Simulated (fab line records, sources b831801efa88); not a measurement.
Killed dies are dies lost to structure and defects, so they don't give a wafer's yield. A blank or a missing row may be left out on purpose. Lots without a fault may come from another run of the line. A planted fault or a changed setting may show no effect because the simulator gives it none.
fab line records | flow sky130
record lots=6 wafers=18 last_day=50
route steps=708 shown METAL3@556 PAD_OPEN@708
lots that met no fault: from a run of the same line without faults
start_h: hours from the record's first day to the start of the lot's first wafer shown | wait_h: hours since the lot's step before | " the same as in the row above | L1.1+2: a row that stands for several wafers | - no value, or no start given | * or withheld: withheld | < > ~ a bound
route shown NAME@n: a module of which the file shows steps, and the number in the route of the first | usual: mean/standard deviation of fault-free wafers | same: alike in all rows | chamber/n: place in a boat | sites: the reading at each site | _std_site: their standard deviation | _edge_site: outer sites' mean less inner sites' | radius_mm: how far each site lies from the wafer's centre | mask NAME#n: copy n | behind: the tool/chamber that last shaped the wafer | hold: why the lot was held/for how many hours/how that ended | device: the transistor (n, p or np) that didn't switch | end of line: the same wafers' tests at the end of the route | a step without rows: its recipe alone | killed: dies lost to structure and defects at the first sort, not the wafer's yield | map: a wafer's dies, x killed, . not, _ none there
set.NAME: the setting as run; set.NAME@STEP: as run at that earlier step | model.NAME: the simulator's own value behind a step, which no gauge read
lots at some steps of the route; a table a step, a row a wafer
services: from which hour (start_h, from the record's first day; less than 0 if before it) a tool's chamber was out of use, for how many hours, and why
## steps
# step SKY_METAL3_HMDS_06
# recipe prime_time_s=60 prime_temp_c=120
# step SKY_METAL3_COAT_07
# recipe resist=BARC temp_c=withheld time_s=withheld spin_rpm=3000 resist_thk_nm=60
# step SKY_METAL3_COAT_08
# recipe resist=KrF-thick spin_rpm=3000 resist_thk_nm=1140
# step SKY_METAL3_SOFTBAKE_09
# recipe temp_c=100 time_s=90 resist=KrF-thick
# step SKY_METAL3_EXPOSE_10
# recipe mask_id=MM3 na=0.68 source_shape=annular sigma_inner=0.4 sigma_outer=0.8 target_cd_nm=300 dose_mj=28
# step SKY_METAL3_PEB_11
# recipe peb_temp_c=withheld peb_time_s=withheld resist=KrF-thick
# step SKY_METAL3_DEVELOP_12
# recipe develop_time_s=60 resist=KrF-thick dev_temp_c=21
# step SKY_METAL3_CD_MEAS_13
# recipe target_cd_nm=300
# usual cd_nm=299.5/1.8
# columns lot.wafer tool chamber start_h wait_h cd_nm
L515.1 cd_sem-02 - 959.81 - 299.1
L515.3 " - " " 298.9
L515.4 " - " " 300.3
L516.1 cd_sem-02 - 968.26 - 300.4
L516.2 " - " " 299.4
L516.5 " - " " 299.8
L517.2 cd_sem-01 - 971.08 - 297.8
L517.3 " - " " 299.2
L517.4 " - " " 298.4
L518.1 cd_sem-01 - 984.91 - 299.3
L518.5 " - " " 301.7
L518.6 " - " " 298.9
L526.3 cd_sem-02 - 1025.35 - 297.7
L526.5 " - " " 296.4
L526.6 " - " " 297.3
L529.1 cd_sem-02 - 1047.27 - 298.1
L529.2 " - " " 298.6
L529.4 " - " " 297.5
# step SKY_METAL3_OVL_MEAS_14
# usual METAL3_OVL=1/5.3
# columns lot.wafer tool chamber start_h wait_h METAL3_OVL[nm]
L515.1 overlay-02 - 959.93 0.1 6
L515.3 " - " " 3
L515.4 " - " " 6
L516.1 overlay-01 - 968.38 0.1 7
L516.2 " - " " 10
L516.5 " - " " 7
L517.2 overlay-02 - 971.19 0.1 1
L517.3 " - " " 0
L517.4 " - " " -1
L518.1 overlay-02 - 985.03 0.1 5
L518.5 " - " " -1
L518.6 " - " " -1
L526.3 overlay-01 - 1025.44 0.1 5
L526.5 " - " " 9
L526.6 " - " " 7
L529.1 overlay-02 - 1047.39 0.1 -2
L529.2 " - " " -5
L529.4 " - " " -6
# step SKY_METAL3_DESCUM_15
# recipe chemistry=O2 source_power_w=150 bias_power_w=0 pressure_mtorr=10 temp_c=40 time_s=8
# usual drypump_motor_current_A=5.8/0.43 oes_product_au=1.004/0.01
# same bias_power_w=0
# columns lot.wafer tool chamber start_h wait_h drypump_motor_current_A oes_product_au rf_hours_counter_h
L515.1 rie_metal-04 1 959.96 0.0 5.7 0.977 5
L515.3 " 0 " " 5.0 1.001 -
L515.4 " 1 " " 5.7 0.990 -
L516.1 rie_metal-02 1 968.41 0.0 6.3 1.006 5
L516.2 " 0 " " 6.5 1.020 1
L516.5 " 1 " " 6.3 1.003 -
L517.2 rie_metal-03 1 971.23 0.0 5.7 1.010 -
L517.3 " 1 " " 5.7 1.021 -
L517.4 " 1 " " 5.7 1.008 -
L518.1 rie_metal-03 1 985.06 0.0 5.7 1.015 8
L518.5 " 1 " " 5.7 1.017 -
L518.6 " 1 " " 5.7 1.013 -
L526.3 rie_metal-03 1 1025.48 0.0 5.7 1.001 -
L526.5 " 1 " " 5.7 1.010 -
L526.6 " 1 " " 5.7 0.998 -
L529.1 rie_metal-02 1 1047.42 0.0 6.3 1.006 10
L529.2 " 0 " " 6.5 1.018 6
L529.4 " 1 " " 6.3 1.010 -
# step SKY_METAL3_ETCH_16
# recipe chemistry=N2/H2 target=BARC ion_energy_ev=200 bias_w=100 pressure_mtorr=30 n2_flow_sccm=100 h2_flow_sccm=200 icp_w=500 stop_on=SiO2 time_s=88.2 target_depth_a=600
# usual drypump_motor_current_A=5.8/0.44 h2_flow_sccm=199.9/0.58 oes_product_au=0.625/0.0046 run_length_s=116.3/0.44 throttle_valve_pct=13.205/0.0082
# columns lot.wafer tool chamber start_h wait_h drypump_motor_current_A h2_flow_sccm oes_product_au rf_hours_counter_h run_length_s throttle_valve_pct
L515.1 rie_metal-04 1 959.99 0.0 5.7 200.1 0.630 5 116.4 13.202
L515.3 " 0 " " 5.0 199.5 0.634 - 116.8 13.213
L515.4 " 1 " " 5.7 200.5 0.625 - 116.3 13.205
L516.1 rie_metal-02 1 968.44 0.0 6.3 200.6 0.628 5 115.9 13.212
L516.2 " 0 " " 6.5 200.5 0.626 1 115.6 13.208
L516.5 " 1 " " 6.3 199.4 0.629 - 115.8 13.190
L517.2 rie_metal-03 1 971.32 0.1 5.7 198.9 0.629 - 116.6 13.208
L517.3 " 1 " " 5.7 200.4 0.626 - 116.5 13.214
L517.4 " 1 " " 5.7 199.5 0.628 - 116.2 13.224
L518.1 rie_metal-03 1 985.13 0.1 5.7 199.6 0.629 8 116.4 13.195
L518.5 " 1 " " 5.7 199.7 0.626 - 116.2 13.196
L518.6 " 1 " " 5.8 199.7 0.631 - 116.3 13.206
L526.3 rie_metal-03 1 1025.59 0.1 5.7 200.2 0.619 - 116.4 13.208
L526.5 " 1 " " 5.7 200.0 0.633 - 116.3 13.202
L526.6 " 1 " " 5.7 199.7 0.627 - 116.3 13.214
L529.1 rie_metal-02 1 1047.45 0.0 6.4 199.8 0.627 11 116.1 13.222
L529.2 " 0 " " 6.5 199.3 0.625 6 115.5 13.205
L529.4 " 1 " " 6.3 200.7 0.620 - 115.7 13.199
# step SKY_METAL3_ETCH_17
# recipe target=SiO2 stop_on=TiN chemistry=C4F8/O2/Ar source_w=1500 bias_w=1200 pressure_mtorr=40 c4f8_flow_sccm=withheld O2_flow_sccm=6 Ar_flow_sccm=300 time_s=3.9 target_depth_a=150
# usual oes_product_au=0.755/0.0069
# columns lot.wafer tool chamber start_h wait_h oes_product_au
L515.1 rie_diel-04 0 960.09 0.1 0.752
L515.3 " 1 " " 0.752
L515.4 " 3 " " 0.761
L516.1 rie_diel-02 0 968.54 0.1 0.750
L516.2 " 1 " " 0.745
L516.5 " 2 " " 0.759
L517.2 rie_diel-02 3 971.48 0.1 0.753
L517.3 " 0 " " 0.732
L517.4 " 1 " " 0.764
L518.1 rie_diel-02 2 985.32 0.2 0.749
L518.5 " 0 " " 0.756
L518.6 " 1 " " 0.752
L526.3 rie_diel-02 3 1025.72 0.1 0.759
L526.5 " 1 " " 0.757
L526.6 " 2 " " 0.762
L529.1 rie_diel-03 3 1047.55 0.1 0.756
L529.2 " 1 " " 0.761
L529.4 " 2 " " 0.761
# step SKY_METAL3_METAL_ETCH_18
# recipe target_depth_a=8450 stop_on=SiO2 over_etch_frac=0.3 time_s=183.1 chemistry=Cl2/BCl3 resist_sidewall_deg=88 pressure_mtorr=10 icp_w=900 bias_w=48.5 Cl2_flow_sccm=60 bcl3_flow_sccm=30
# usual drypump_motor_current_A=5.9/0.46 oes_product_au=0.867/0.0069 run_length_s=211.4/0.8 throttle_valve_pct=22.265/0.0091
# columns lot.wafer tool chamber start_h wait_h drypump_motor_current_A oes_product_au rf_hours_counter_h run_length_s throttle_valve_pct model.KrF-thick_of_METAL3_COAT_08.thk_nm model.METAL3.cd_nm model.SiO2_of_VIA2_HDPCVD_00.thk_nm
L515.1 rie_metal-03 1 960.11 0.0 5.7 0.987 6 190.5 22.255 593 297.4 468.3
L515.3 " 1 " " 5.7 0.983 - 190.6 22.244 588.5 299.1 467.5
L515.4 " 1 " " 5.7 0.991 - 190.1 22.264 590.6 301.7 468.9
L516.1 rie_metal-03 1 968.56 0.0 5.7 0.983 7 190.1 22.265 574.2 297.3 467.5
L516.2 " 1 " " 5.7 0.973 - 190.1 22.268 577.2 301.2 466.4
L516.5 " 1 " " 5.7 0.983 - 190.0 22.261 569.3 298.6 466.3
L517.2 rie_metal-04 1 971.50 0.0 5.6 0.876 5 211.2 22.274 534.6 296.1 463.6
L517.3 " 0 " " 5.0 0.873 - 211.5 22.258 524.8 296.1 464.5
L517.4 " 1 " " 5.7 0.861 - 211.5 22.266 534.9 295.8 465.2
L518.1 rie_metal-04 1 985.34 0.0 5.7 0.875 6 211.5 22.257 541.8 301 465.8
L518.5 " 1 " " 5.7 0.875 - 211.4 22.268 538.6 306.4 465.4
L518.6 " 1 " " 5.7 0.873 - 211.3 22.273 536.6 306.5 467.1
L526.3 rie_metal-02 1 1025.80 0.1 6.3 0.866 - 210.6 22.280 529.8 296.5 465.6
L526.5 " 0 " " 6.5 0.872 - 211.1 22.252 510.1 297.8 464.3
L526.6 " 1 " " 6.4 0.870 - 211.1 22.278 520.9 296 466.3
L529.1 rie_metal-03 0 1047.57 0.0 5.1 0.863 15 211.5 22.264 527.8 296.6 464.9
L529.2 " 1 " " 5.7 0.867 16 211.8 22.254 515.7 297.4 465.1
L529.4 " 1 " " 5.7 0.867 - 211.3 22.255 520.7 299.5 464.4
# step SKY_METAL3_STRIP_19
# recipe chemistry=O2/N2 power_w=1400 pressure_mtorr=1500 platen_temp_c=withheld o2_flow_sccm=3000 n2_flow_sccm=300 overash_fraction=0.5
# usual drypump_motor_current_A=5.9/0.48 oes_product_au=0.499/0.0062 strip_time_to_endpoint_s=6.48/0.084
# columns lot.wafer tool chamber start_h wait_h drypump_motor_current_A oes_product_au rf_hours_counter_h strip_time_to_endpoint_s
L515.1 plasma_asher-01 0 960.47 0.3 5.3 0.527 50 7.20
L515.3 " 1 " " 6.2 0.523 - 7.14
L515.4 " 0 " " 5.3 0.525 - 7.16
L516.1 plasma_asher-04 1 968.92 0.3 6.7 0.521 83 7.01
L516.2 " 0 " " 5.3 0.528 83 7.02
L516.5 " 0 " " 5.3 0.511 - 6.96
L517.2 plasma_asher-01 0 971.68 0.1 5.3 0.500 51 6.62
L517.3 " 1 " " 6.3 0.502 - 6.51
L517.4 " 0 " " 5.3 0.503 - 6.62
L518.1 plasma_asher-03 0 985.70 0.3 6.3 0.509 114 6.68
L518.5 " 1 " " 5.8 0.504 - 6.64
L518.6 " 0 " " 6.3 0.511 - 6.62
L526.3 plasma_asher-01 1 1025.95 0.1 6.3 0.500 - 6.55
L526.5 " 1 " " 6.3 0.502 - 6.35
L526.6 " 0 " " 5.3 0.495 - 6.48
L529.1 plasma_asher-01 0 1047.75 0.1 5.3 0.510 59 6.54
L529.2 " 1 " " 6.3 0.492 59 6.42
L529.4 " 0 " " 5.3 0.495 - 6.47
# step SKY_METAL3_STRIP_20
# recipe chemistry=post_etch_residue_remover time_s=1200 temp_c=72.5
# step SKY_PAD_OPEN_PROBE_99
# usual defect_limited_yield=82.6/1.7 killed_at_M0_to_M3=42/6.4 killed_at_M4_up=3.2/1.9 killed_at_contacts=24/4.8 killed_at_front_end=16/4.4 killed_at_other=0.3/0.55 killed_dies=86/8.6 killed_open=46/6.6 killed_short=39/5.7 sort_bin_3_pad_short=0.8/0.41 sort_bin_5_function=10.3/1.5 sort_bin_6_memory=6.3/1 sort_n_pass=406/8.6 sort_yield_pct=82.6/1.7
# same gross_dies=492 killed_at_back_side=0 sort_bin_4_leakage[%]=0 sort_bin_8_speed[%]=0
# columns lot.wafer tool chamber start_h wait_h defect_limited_yield[%] killed_at_M0_to_M3 killed_at_M4_up killed_at_contacts killed_at_front_end killed_at_other killed_dies killed_open killed_short sort_bin_3_pad_short[%] sort_bin_5_function[%] sort_bin_6_memory[%] sort_n_pass sort_yield_pct[%]
L518.1 prober-02 - 1143.78 0.1 83.3 41 1 25 14 1 82 43 39 0.8 10.6 5.3 410 83.3
L518.5 prober-02 - 1143.98 0.2 82.1 38 5 27 17 1 88 46 42 0.4 10.0 7.5 404 82.1
L518.6 prober-02 - 1144.03 0.2 82.7 37 4 31 13 0 85 45 40 1.0 8.9 7.3 407 82.7
# killed by level:class
L518.1 VIA1:geometric_particle:open=9 VIA3:geometric_particle:open=8 CONTACT:geometric_particle:open=8 FIELD_ISO:geometric_particle:short=5 LOCAL_INTERCONNECT:geometric_particle:short=5 CONTACT:geometric_particle:short=5 METAL2:geometric_particle:short=5 VIA2:geometric_particle:open=5
L518.5 VIA2:geometric_particle:open=9 LI_CONTACT:geometric_particle:open=7 LOCAL_INTERCONNECT:geometric_particle:short=6 FIELD_ISO:geometric_particle:open=5 FIELD_ISO:geometric_particle:short=5 CONTACT:geometric_particle:short=5 METAL2:geometric_particle:short=5 POLY_GATE:geometric_particle:short=4
L518.6 CONTACT:geometric_particle:open=12 LOCAL_INTERCONNECT:geometric_particle:short=7 VIA1:geometric_particle:open=6 VIA2:geometric_particle:open=6 VIA1:geometric_particle:short=5 VIA3:geometric_particle:open=5 CONTACT:geometric_particle:short=4 METAL2:geometric_particle:short=4
## services
# columns tool chamber start_h hours kind
rie_diel-03 0 941.26 2.2 repair
rie_diel-03 3 955.67 - clean
rie_diel-03 3 955.67 24.1 scheduled_down
rie_diel-03 3 955.67 24.1 vent_cycle
rie_diel-04 3 963.90 4.3 repair
rie_metal-04 0 985.02 40.2 repair
rie_diel-02 0 996.02 2.6 repair
rie_diel-03 - 1007.99 0.1 repair
rie_diel-03 1 1009.87 3.2 repair
rie_diel-03 3 1011.49 8.2 repair
rie_metal-04 0 1025.18 - clean
rie_metal-04 0 1025.18 18.8 scheduled_down
rie_metal-04 0 1025.18 18.8 vent_cycle
## key
first_sign step=SKY_METAL3_METAL_ETCH_18 reading=run_length_s direction=down sigmas=26 usual=* struck=*
effect step=SKY_METAL3_METAL_ETCH_18 reading=oes_product_au direction=up sigmas=17 usual=0.867 struck=0.983
effect step=SKY_METAL3_STRIP_19 reading=strip_time_to_endpoint_s direction=up sigmas=7.1 usual=* struck=*
model_effect step=SKY_METAL3_METAL_ETCH_18 value=KrF-thick_of_METAL3_COAT_08.thk_nm without=518.1 struck=582.1
met_at SKY_METAL3_METAL_ETCH_18
struck_wafers L515.1,L515.3,L515.4,L516.1,L516.2,L516.5
fault kind=process_parameter_drift tool=rie_metal-03 chamber=- onset_h=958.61 steps=SKY_METAL3_METAL_ETCH_18 channel=time_s offset=* shape=step end_h=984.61 acts_in=* stated=*
